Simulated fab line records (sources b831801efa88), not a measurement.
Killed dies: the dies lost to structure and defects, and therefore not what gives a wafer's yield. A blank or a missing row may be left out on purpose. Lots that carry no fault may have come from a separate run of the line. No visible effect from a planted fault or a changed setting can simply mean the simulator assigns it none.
Split-lot experiment | flow sfq-line | 23 wafers read from 5 lots, route of 325 steps

== SPLIT DETAILS ==
At SFQ_TRILAYER_M4_LITHO_EXPOSE_094 (exposes mask M4, target cd 500 nm), the setting dose-mj was moved away from the recipe's 14.4 on 6 of the 23 wafers read, by -4.4% to +2.7%. The other wafers ran this setting at the recipe's value.

Between the split and the reading, the file records no step.

== THE READING ==
M4.cd-nm (the simulator's own value, which no gauge read), in nm, at SFQ_TRILAYER_M4_BARC_OPEN_METAL_ETCH_123 (etches BARC in O2, target depth 125 nm, time 41.7 s). No usual value for it is given in the file. The 17 wafers here that ran the recipe average 501.5 nm, standard deviation 1.9 nm.

wafer  | tool, chamber at the split | dose-mj as run | against the recipe | M4.cd-nm, nm | against lot-mates on the recipe
L074.1 | krf-scanner-01, 0          | 13.76          | -4.4%              | 509.2        | +7.0
L074.3 | krf-scanner-01, 0          | 14.4           | recipe             | 502.3        | -
L074.4 | krf-scanner-01, 0          | 14.4           | recipe             | 501.8        | -
L074.5 | krf-scanner-01, 0          | 14.4           | recipe             | 502.6        | -
L074.6 | krf-scanner-01, 0          | 13.76          | -4.4%              | 510.3        | +8.1
L076.1 | krf-scanner-02, 0          | 14.4           | recipe             | 498.3        | -
L076.3 | krf-scanner-02, 0          | 14.79          | +2.7%              | 494.4        | -4.4
L076.4 | krf-scanner-02, 0          | 14.79          | +2.7%              | 494.5        | -4.3
L076.5 | krf-scanner-02, 0          | 14.4           | recipe             | 497.9        | -
L076.6 | krf-scanner-02, 0          | 14.4           | recipe             | 500.3        | -
L077.2 | krf-scanner-01, 0          | 14.4           | recipe             | 503.1        | -
L077.3 | krf-scanner-01, 0          | 14.1           | -2.1%              | 503.6        | +1.4
L077.4 | krf-scanner-01, 0          | 14.4           | recipe             | 502.8        | -
L077.5 | krf-scanner-01, 0          | 14.1           | -2.1%              | 504.9        | +2.7
L077.6 | krf-scanner-01, 0          | 14.4           | recipe             | 500.7        | -
L083.1 | krf-scanner-02, 0          | 14.4           | recipe             | 500.3        | -
L083.2 | krf-scanner-02, 0          | 14.4           | recipe             | 502          | -
L083.3 | krf-scanner-02, 0          | 14.4           | recipe             | 500.1        | -
L083.4 | krf-scanner-02, 0          | 14.4           | recipe             | 502.4        | -
L083.5 | krf-scanner-02, 0          | 14.4           | recipe             | 500.3        | -
L085.2 | krf-scanner-02, 0          | 14.4           | recipe             | 504.5        | -
L085.4 | krf-scanner-02, 0          | 14.4           | recipe             | 500.7        | -
L085.5 | krf-scanner-02, 0          | 14.4           | recipe             | 505.5        | -

THE FIT
A straight line over all 23 wafers: M4.cd-nm changes by -1.99 nm for each +1% of dose-mj; r = -0.88; the points scatter about the line by 1.9 nm.
The same after taking each lot's own level away (the mean of its wafers on the recipe; 23 wafers): -1.59 nm for each +1%; r = -0.91; scatter 1.2 nm.
The reading moves by 7 nm for the largest change in dose-mj, on that fit.
Across the lots, their own levels run from 498.83 to 503.57 nm, a range of 2.5 times the standard deviation given above.
Thus the slope moves with the lot-to-lot level: the two fits are different.
Check: +6.97 nm against its lot-mates is what the line predicts for one of the wafers moved furthest among these (-4.4%) when that wafer is left out of the fit. It came out at +6.97 nm against them.

== THESE WAFERS: OTHER SPLITS ==
Before the reading, these wafers also passed through other splits. Each is held against what the fit with the lots' levels taken away leaves over:
other split on the same wafers                    | wafers away from the commonest value | r with M4.cd-nm (lot level and that fit taken away)
SFQ_TRILAYER_M2_LITHO_COAT_062 resist-thk-nm      | 11                                   | -0.18
SFQ_TRILAYER_I2_VIA_LITHO_PEB_070 peb-temp-c      | 7                                    | +0.07
SFQ_TRILAYER_M3_LITHO_COAT_075 spin-rpm           | 11                                   | +0.00
SFQ_TRILAYER_M3_BARC_OPEN_METAL_ETCH_100 time-s   | 10                                   | -0.13
SFQ_TRILAYER_I3_VIA_LITHO_COAT_085 resist-thk-nm  | 8                                    | +0.11
SFQ_TRILAYER_I3_VIA_BARC_OPEN_VIA_ETCH_121 time-s | 10                                   | +0.03

== THE FILE'S OWN FIT ==
M4.cd-nm changes by -1.57 nm for each +1% of dose-mj, r = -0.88.
